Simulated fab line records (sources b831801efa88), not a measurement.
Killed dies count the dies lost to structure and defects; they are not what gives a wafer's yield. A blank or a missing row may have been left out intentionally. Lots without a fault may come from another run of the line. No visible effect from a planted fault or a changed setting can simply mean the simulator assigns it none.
fab line records | flow sfq-line
record lots=15 wafers=43 last-day=82
route steps=325 shown I6@268 M7@294 M8@321
lots that met no fault: from a run of the same line without faults
start-h: hours from the record's first day to the start of the lot's first wafer shown | wait-h: hours since the lot's step before | " the same as in the row above | L1.1+2: a row that stands for several wafers | - value missing, or start not given | * or withheld: withheld | < > ~ a bound
route shown NAME@n: names a module that has steps shown in the file, with the first one's number in the route | usual: the fault-free wafers' mean and standard deviation | same: alike in all rows | chamber/n: place in a boat | sites: each site's reading | _std_site: their standard deviation | _edge_site: mean of outer sites minus mean of inner sites | radius-mm: how far each site lies from the wafer's centre | mask NAME#n: copy n | behind: the tool/chamber that last shaped the wafer | hold: the reason the lot was held/the length of the hold in hours/how it ended | device: which transistor (n, p or np) failed to switch | end of line: at the end of the route, the tests of the same wafers | a step with no rows: only its recipe | killed: dies lost to structure and defects at the first sort, not the wafer's yield | map: shows each die of a wafer: x if killed, . if not, _ if none is there
set.NAME: the setting that was run; set.NAME@STEP: the one run at that earlier step | model.NAME: the simulator's own value behind a step, which no gauge read
the route's steps for a sample of lots (tables are steps, rows are wafers)
services: when a tool's chamber went out of use (start-h, in hours from the record's first day, below 0 if earlier), for how many hours, and the reason
## steps
# step SFQ_I6_BOW_MEAS_941
# recipe mode=bow
# usual I6_BOW=8/10
# columns lot.wafer tool chamber start-h wait-h I6_BOW[um]
L979.1 film-metro-02 - 1591.76 2.5 10
L979.2 " - " " 7
L979.3 " - " " 2
L980.2 film-metro-02 - 1598.63 1.5 9
L980.4 " - " " -1
L980.6 " - " " 8
L981.3 film-metro-03 - 1635.67 2.0 9
L981.4 " - " " -2
L981.6 " - " " 7
L982.1 film-metro-03 - 1638.63 1.5 13
L982.2 " - " " 3
L982.6 " - " " 7
L984.3 film-metro-02 - 1647.48 1.0 7
L984.4 " - " " 0
L984.6 " - " " 2
L985.2 film-metro-01 - 1653.46 2.0 -12
L985.3 " - " " -14
L985.6 " - " " -2
L986.2 film-metro-02 - 1656.46 1.0 19
L986.3 " - " " 12
L986.4 " - " " 20
L987.4 film-metro-02 - 1663.75 2.6 12
L987.5 " - " " -3
L987.6 " - " " 8
L988.1 film-metro-02 - 1666.69 1.5 22
L988.3 " - " " 13
L988.6 " - " " 10
L992.2 film-metro-03 - 1710.90 1.5 11
L992.4 " - " " 8
L992.5 " - " " 2
L993.2 film-metro-01 - 1713.90 2.0 8
L993.5 " - " " 6
L993.6 " - " " 8
L994.5 film-metro-02 - 1715.16 0.6 5
L994.6 " - " " 22
L996.1 film-metro-02 - 1726.11 2.7 5
L996.2 " - " " 11
L996.3 " - " " 2
L998.3 film-metro-01 - 1753.15 1.0 -2
L998.5 " - " " 8
L101.2 film-metro-02 - 1769.64 2.5 7
L101.3 " - " " 1
L101.4 " - " " -7
# step SFQ_TRILAYER_I6_METRO_MEASURE_167
# usual thk-nm=199.8/0.85
# columns lot.wafer tool chamber start-h wait-h thk-nm
L979.1 film-metro-02 - 1591.88 0.1 200.2
L979.2 " - " " 199.8
L979.3 " - " " 200.0
L980.2 film-metro-02 - 1598.93 0.3 200.0
L980.4 " - " " 200.1
L980.6 " - " " 199.5
L981.3 film-metro-03 - 1636.15 0.5 199.2
L981.4 " - " " 199.4
L981.6 " - " " 199.5
L982.1 film-metro-03 - 1638.75 0.1 200.0
L982.2 " - " " 200.2
L982.6 " - " " 201.4
L984.3 film-metro-02 - 1647.96 0.5 199.7
L984.4 " - " " 199.8
L984.6 " - " " 200.7
L985.2 film-metro-01 - 1653.76 0.3 200.0
L985.3 " - " " 200.6
L985.6 " - " " 200.4
L986.2 film-metro-02 - 1656.76 0.3 199.1
L986.3 " - " " 199.7
L986.4 " - " " 200.0
L987.4 film-metro-02 - 1664.41 0.6 200.1
L987.5 " - " " 200.7
L987.6 " - " " 201.6
L988.1 film-metro-02 - 1666.81 0.1 199.8
L988.3 " - " " 198.5
L988.6 " - " " 200.8
L992.2 film-metro-03 - 1711.20 0.3 198.4
L992.4 " - " " 198.0
L992.5 " - " " 198.9
L993.2 film-metro-01 - 1714.20 0.3 199.1
L993.5 " - " " 199.4
L993.6 " - " " 198.7
L994.5 film-metro-02 - 1716.00 0.8 199.9
L994.6 " - " " 200.2
L996.1 film-metro-02 - 1726.23 0.1 200.0
L996.2 " - " " 199.3
L996.3 " - " " 198.8
L998.3 film-metro-01 - 1753.63 0.5 199.3
L998.5 " - " " 199.1
L101.2 film-metro-02 - 1769.94 0.3 199.4
L101.3 " - " " 201.0
L101.4 " - " " 200.1
# step SFQ_TRILAYER_M7_STRIP_STRIP_181
# recipe gas=O2 power-w=200 platen-temp-c=40 overash-fraction=0.65 chemistry=O2 pressure-mtorr=50
# usual drypump-motor-current-A=5.8/0.5 oes-product-au=0.998/0.0058
# columns lot.wafer tool chamber start-h wait-h drypump-motor-current-A oes-product-au rf-hours-counter-h
L979.1 rie-metal-02 1 1659.99 0.1 5.6 0.996 35
L979.2 " 0 " " 6.4 0.984 88
L979.3 " 1 " " 5.6 0.992 -
L980.2 rie-metal-03 1 1663.59 0.1 5.0 0.992 74
L980.4 " 1 " " 4.9 0.997 -
L980.6 " 0 " " 6.0 1.006 -
L981.3 rie-metal-02 0 1689.82 0.2 6.4 0.998 -
L981.4 " 1 " " 5.5 1.009 -
L981.6 " 1 " " 5.6 1.003 -
L982.1 rie-metal-03 0 1693.22 0.1 6.0 0.996 56
L982.2 " 1 " " 5.0 1.001 80
L982.6 " 1 " " 5.0 1.001 -
L984.3 rie-metal-03 0 1705.42 0.2 6.1 0.991 -
L984.4 " 1 " " 5.0 1.001 -
L984.6 " 0 " " 6.1 1.008 -
L985.2 rie-metal-03 1 1711.22 0.1 4.9 0.995 85
L985.3 " 0 " " 6.1 0.995 -
L985.6 " 0 " " 6.1 0.994 -
L986.2 rie-metal-02 1 1718.22 0.1 5.6 1.004 45
L986.3 " 0 " " 6.5 1.002 -
L986.4 " 1 " " 5.6 0.998 -
L987.4 rie-metal-02 0 1723.22 0.2 6.4 0.995 -
L987.5 " 0 " " 6.4 0.987 -
L987.6 " 1 " " 5.6 0.987 -
L988.1 rie-metal-03 0 1726.62 0.1 6.1 1.003 64
L988.3 " 0 " " 6.0 0.992 -
L988.6 " 1 " " 4.9 0.996 -
L992.2 rie-metal-03 0 1765.86 0.1 6.0 1.003 71
L992.4 " 0 " " 6.0 1.000 -
L992.5 " 0 " " 6.0 1.011 -
L993.2 rie-metal-02 0 1767.06 0.1 6.4 1.000 106
L993.5 " 0 " " 6.4 1.001 -
L993.6 " 1 " " 5.6 0.994 -
L994.5 rie-metal-03 1 1768.66 0.4 5.0 1.007 -
L994.6 " 0 " " 6.0 1.002 -
L996.1 rie-metal-01 0 1780.26 0.1 6.1 1.003 114
L996.2 " 1 " " 5.5 0.992 61
L996.3 " 0 " " 6.1 1.003 -
L998.3 rie-metal-02 1 1805.66 0.2 5.6 0.997 -
L998.5 " 0 " " 6.5 1.004 -
L101.2 rie-metal-02 1 1823.46 0.1 5.6 0.999 62
L101.3 " 0 " " 6.5 1.000 -
L101.4 " 1 " " 5.6 1.000 -
# step SFQ_TRILAYER_M8_DEP_EVAP_196
# recipe material=Au angular-spread-deg=1 target-thk-nm=180 time-s=900 power-w=2000
# columns lot.wafer tool chamber start-h wait-h
L979.1+2+3 pvd-sputter-01 - 1781.50 0.1
L980.2+4+6 pvd-sputter-02 - 1783.90 0.1
L981.3+4+6 pvd-sputter-02 - 1801.53 2.1
L982.1+2+6 pvd-sputter-01 - 1801.93 0.1
L984.3+4+6 pvd-sputter-01 - 1815.10 0.1
L985.2+3+6 pvd-sputter-02 - 1822.30 0.1
L986.2+3+4 pvd-sputter-01 - 1833.10 0.1
L987.4+5+6 pvd-sputter-02 - 1869.10 0.1
L988.1+3+6 pvd-sputter-01 - 1875.10 0.1
L992.2+4+5 pvd-sputter-02 - 1914.25 0.1
L993.2+5+6 pvd-sputter-01 - 1920.27 0.1
L994.5+6 pvd-sputter-02 - 1925.30 0.3
L996.1+2+3 pvd-sputter-02 - 1935.40 0.1
L998.3+5 pvd-sputter-02 - 1954.08 0.1
L101.2+3+4 pvd-sputter-01 - 1961.53 0.1
# step SFQ_M8_RS_MEAS_949
# recipe thk-meas-gauge=four-point-probe reads=Au_of_TRILAYER_M8_DEP_EVAP_196+Pt_of_TRILAYER_M8_DEP_EVAP_198+Ti_of_TRILAYER_M8_DEP_EVAP_197
# usual M8_AU_RS=0.1538/0.0014
# columns lot.wafer tool chamber start-h wait-h M8_AU_RS[ohm/sq]
L979.1 film-metro-01 - 1782.02 0.3 0.1520
L979.2 " - " " 0.1523
L979.3 " - " " 0.1537
L980.2 film-metro-02 - 1784.44 0.3 0.1523
L980.4 " - " " 0.1527
L980.6 " - " " 0.1539
L981.3 film-metro-01 - 1802.08 0.3 0.1525
L981.4 " - " " 0.1542
L981.6 " - " " 0.1540
L982.1 film-metro-01 - 1802.52 0.3 0.1568
L982.2 " - " " 0.1553
L982.6 " - " " 0.1560
L984.3 film-metro-01 - 1815.66 0.3 0.1526
L984.4 " - " " 0.1551
L984.6 " - " " 0.1543
L985.2 film-metro-01 - 1822.84 0.3 0.1536
L985.3 " - " " 0.1553
L985.6 " - " " 0.1550
L986.2 film-metro-04 - 1833.64 0.3 0.1538
L986.3 " - " " 0.1536
L986.4 " - " " 0.1542
L987.4 film-metro-02 - 1869.68 0.3 0.1523
L987.5 " - " " 0.1521
L987.6 " - " " 0.1529
L988.1 film-metro-04 - 1875.62 0.3 0.1535
L988.3 " - " " 0.1538
L988.6 " - " " 0.1531
L992.2 film-metro-01 - 1914.78 0.3 0.1555
L992.4 " - " " 0.1570
L992.5 " - " " 0.1546
L993.2 film-metro-04 - 1920.88 0.3 0.1523
L993.5 " - " " 0.1525
L993.6 " - " " 0.1514
L994.5 film-metro-02 - 1925.64 0.1 0.1554
L994.6 " - " " 0.1124
L996.1 film-metro-04 - 1935.91 0.3 0.1549
L996.2 " - " " 0.1543
L996.3 " - " " 0.1128
L998.3 film-metro-01 - 1954.63 0.3 0.1132
L998.5 " - " " 0.1551
L101.2 film-metro-02 - 1962.06 0.3 0.1554
L101.3 " - " " 0.1537
L101.4 " - " " 0.1550
# step SFQ_M8_THK_MEAS_950
# recipe thk-meas-gauge=xrf reads=Au_of_TRILAYER_M8_DEP_EVAP_196
# usual M8_AU_THK=176.6/1.7
# columns lot.wafer tool chamber start-h wait-h M8_AU_THK[nm]
L979.1 film-metro-01 - 1782.14 0.1 179.4
L979.2 " - " " 177.5
L979.3 " - " " 177.1
L980.2 film-metro-02 - 1784.55 0.1 178.3
L980.4 " - " " 178.1
L980.6 " - " " 177.0
L981.3 film-metro-01 - 1802.18 0.1 178.6
L981.4 " - " " 175.2
L981.6 " - " " 176.7
L982.1 film-metro-01 - 1802.64 0.1 172.9
L982.2 " - " " 174.5
L982.6 " - " " 174.1
L984.3 film-metro-01 - 1815.76 0.1 177.3
L984.4 " - " " 174.7
L984.6 " - " " 175.9
L985.2 film-metro-01 - 1822.95 0.1 176.5
L985.3 " - " " 175.2
L985.6 " - " " 176.0
L986.2 film-metro-04 - 1833.75 0.1 175.5
L986.3 " - " " 174.8
L986.4 " - " " 174.7
L987.4 film-metro-02 - 1869.77 0.1 177.4
L987.5 " - " " 178.3
L987.6 " - " " 176.9
L988.1 film-metro-04 - 1875.74 0.1 177.8
L988.3 " - " " 178.1
L988.6 " - " " 178.6
L992.2 film-metro-01 - 1914.89 0.1 173.9
L992.4 " - " " 173.3
L992.5 " - " " 175.2
L993.2 film-metro-04 - 1920.99 0.1 179.1
L993.5 " - " " 179.2
L993.6 " - " " 180.4
L994.5 film-metro-02 - 1925.72 0.1 175.7
L994.6 " - " " 240.1
L996.1 film-metro-04 - 1936.03 0.1 176.2
L996.2 " - " " 176.6
L996.3 " - " " 239.9
L998.3 film-metro-01 - 1954.73 0.1 238.6
L998.5 " - " " 174.0
L101.2 film-metro-02 - 1962.17 0.1 173.8
L101.3 " - " " 175.7
L101.4 " - " " 174.3
## services
# columns tool chamber start-h hours kind
film-metro-02 - 1570.58 0.5 pm
film-metro-03 - 1580.50 0.5 pm
pvd-sputter-01 - 1590.92 2.1 repair
film-metro-03 - 1605.34 0.9 pm
pvd-sputter-02 - 1628.28 1.0 repair
pvd-sputter-01 - 1637.01 3.1 repair
rie-metal-02 - 1642.20 0.2 repair
pvd-sputter-01 - 1671.77 7.3 repair
film-metro-03 - 1685.22 0.5 pm
pvd-sputter-01 - 1694.68 2.9 repair
pvd-sputter-02 - 1701.93 3.8 repair
film-metro-02 - 1719.23 0.8 pm
pvd-sputter-02 - 1726.02 8.4 repair
film-metro-02 - 1760.43 0.6 pm
rie-metal-03 0 1800.24 3.8 repair
film-metro-02 - 1814.79 0.9 pm
rie-metal-02 - 1818.40 2.8 pm
pvd-sputter-02 - 1831.69 1.8 repair
pvd-sputter-02 - 1840.90 2.2 repair
rie-metal-02 - 1854.29 0.2 repair
pvd-sputter-02 - 1859.72 1.4 repair
pvd-sputter-02 - 1901.57 7.8 repair
pvd-sputter-02 - 1947.38 5.6 repair
rie-metal-02 - 1953.07 0.5 repair
## key
first-sign step=SFQ_M8_RS_MEAS_949 reading=M8_AU_RS direction=down sigmas=29 usual=0.1538 struck=0.1128
effect step=SFQ_M8_THK_MEAS_950 reading=M8_AU_THK direction=up sigmas=36 usual=176.6 struck=239.5
met-at SFQ_TRILAYER_M8_DEP_EVAP_196
struck-lots L994,L996,L998
struck-wafers L994.6,L996.3,L998.3
not-acting-at SFQ_I6_BOW_MEAS_941,SFQ_TRILAYER_I6_METRO_MEASURE_167,SFQ_TRILAYER_M7_STRIP_STRIP_181
onset-between 1914.25 1925.30
fault kind=process-parameter-drift tool=pvd-sputter-02 chamber=- onset-h=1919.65 steps=SFQ_TRILAYER_M8_DEP_EVAP_196 channel=time-s offset=* shape=step end-h=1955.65 scope=struck-wafers-only acts-in=* stated=*
